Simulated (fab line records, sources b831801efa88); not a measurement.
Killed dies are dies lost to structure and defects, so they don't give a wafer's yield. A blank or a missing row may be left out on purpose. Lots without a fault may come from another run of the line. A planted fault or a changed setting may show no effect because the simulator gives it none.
Which tool did it? | flow sky130 | 13 lots, 39 wafers sampled, at 2 steps of a route of 708

WHAT THE GAUGES READ, wafer by wafer
SKY_SONOS_TUNNEL_OVL_MEAS_08. Usual: SONOS_TUNNEL_OVL 0.2 nm, standard deviation 1.2.
lot  | measured     | on         | SONOS_TUNNEL_OVL (nm) | flag
L589 | day 12 04:16 | overlay-01 | 1.3 -0.6 0.7          |
L588 | day 12 07:07 | overlay-01 | 2.5 2.7 1.5           |
L591 | day 12 12:13 | overlay-02 | -0.8 -0.6 -0.9        |
L590 | day 12 15:25 | overlay-01 | 0.2 -0.5 1.6          |
L592 | day 12 22:25 | overlay-02 | -1.1 1.4 0.8          |
L593 | day 13 03:25 | overlay-02 | 0.5 0.1 0.1           |
L595 | day 13 19:07 | overlay-02 | 2.0 3.0 1.3           |
L598 | day 15 00:23 | overlay-02 | 0.6 -0.5 -0.2         |
L601 | day 15 23:01 | overlay-01 | -1.6 -1.4 -0.8        |
L605 | day 17 22:19 | overlay-02 | -1.7 -0.7 -0.7        |
L609 | day 18 18:34 | overlay-01 | 0.5 1.7 1.5           |
L608 | day 18 18:52 | overlay-01 | 0.8 0.6 -1.0          |
L610 | day 19 10:58 | overlay-02 | 1.4 0.1 1.6           |

SKY_POLY_GATE_CD_MEAS_22. Usual: cd_nm 149.3 nm, standard deviation 2.3.
lot  | measured     | on        | cd_nm (nm)        | flag
L589 | day 17 07:12 | cd_sem-02 | 147.1 146.8 147.2 |
L588 | day 17 12:49 | cd_sem-02 | 151.1 152.1 151.8 |
L591 | day 17 18:59 | cd_sem-02 | 148.7 151.3 147.9 |
L590 | day 18 00:37 | cd_sem-01 | 146.7 151.1 152.2 |
L592 | day 18 14:31 | cd_sem-01 | 150.1 147.0 147.1 |
L593 | day 18 16:49 | cd_sem-01 | 150.2 153.5 149.3 |
L595 | day 19 08:54 | cd_sem-02 | 148.1 145.5 148.4 |
L598 | day 20 17:07 | cd_sem-01 | 149.3 147.5 146.6 |
L601 | day 21 11:18 | cd_sem-02 | 145.6 151.3 144.2 |
L605 | day 23 19:38 | cd_sem-01 | 151.1 150.5 149.5 |
L609 | day 24 07:38 | cd_sem-01 | 150.9 150.7 147.0 |
L608 | day 24 10:12 | cd_sem-01 | 147.2 146.2 149.1 |
L610 | day 25 02:34 | cd_sem-01 | 148.5 147.8 148.3 |

WHICH TOOL RAN EACH LOT (tool, then ch and the chambers of the sampled wafers, then the start)
The record holds no process step before these readings.

WHAT THE TOOLS THEMSELVES READ (means of the sampled wafers that have a number; where no wafer has one, the mark that the record gives instead)
The record holds no such reading with a usual standard deviation.

THE ANSWER, worked out from the rows above alone
Rule: a lot is off if the mean of its wafers that have a number lies more than 3 standard deviations from the usual mean. A lot without any number at a reading at which 4 lots or more have one is off too. The other lots that the step has rows for count as sound. The gauges are gone through in route order, then the tools' own readings, and for those a lot's mean is taken as printed above. The first step at which some lot is off is used, and at that step the reading that is off furthest; a lot without a number counts as furthest.
No lot is off at any reading shown: from this, nothing can be told.

WHAT THE SIMULATOR HAD PUT IN
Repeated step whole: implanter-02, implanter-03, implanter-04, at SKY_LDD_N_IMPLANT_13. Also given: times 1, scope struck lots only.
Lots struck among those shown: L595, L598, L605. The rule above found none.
